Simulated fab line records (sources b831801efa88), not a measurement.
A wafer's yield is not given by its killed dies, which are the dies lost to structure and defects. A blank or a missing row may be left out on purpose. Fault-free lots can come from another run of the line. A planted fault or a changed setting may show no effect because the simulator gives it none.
The tool behind it: which one?	flow sfq line	at 1 step of a route of 325, 7 lots with 21 wafers sampled

== WHAT THE GAUGES SHOWED, per wafer ==
SFQ_M1_RS_MEAS_909: measurement is done with a four-point probe.
lot	measured	on	M1_NB_RS (ohm/sq)
L333	day 18 18:34	film metro-01	0.903 0.891 0.892
L335	day 19 13:07	film metro-03	0.905 0.908 0.902
L338	day 21 12:13	film metro-03	0.888 0.884 0.887
L347	day 24 19:00	film metro-03	0.889 0.880 0.889
L349	day 25 20:17	film metro-03	0.898 0.894 0.891
L351	day 26 23:43	film metro-04	0.900 0.896 0.885
L354	day 27 19:55	film metro-03	0.896 0.899 0.898

== WHAT TOOL EACH LOT RAN ON (gives the tool, then ch and the chambers of the sampled wafers, and finally the start) ==
The record holds no process step before these readings.

== THE ANSWER, worked out from the rows above alone ==
Rule: what is usual is taken from the lots themselves. Put in order of their means at a reading, lots are off if they are a third of the lots or fewer, leave a main group of 4 or more, and stand apart from it by a gap of 3 or more times the standard deviation of the main group's means; of several such gaps the widest counts. If all means in a main group match to the digits the tables above print for the reading, that group is not used. A lot without any number at a reading at which 4 lots or more have one is off too. The other lots that the step has rows for count as sound.
No lot is off on any of the readings shown, so nothing can be concluded from this.

== WHAT THE SIMULATOR PUT IN ==
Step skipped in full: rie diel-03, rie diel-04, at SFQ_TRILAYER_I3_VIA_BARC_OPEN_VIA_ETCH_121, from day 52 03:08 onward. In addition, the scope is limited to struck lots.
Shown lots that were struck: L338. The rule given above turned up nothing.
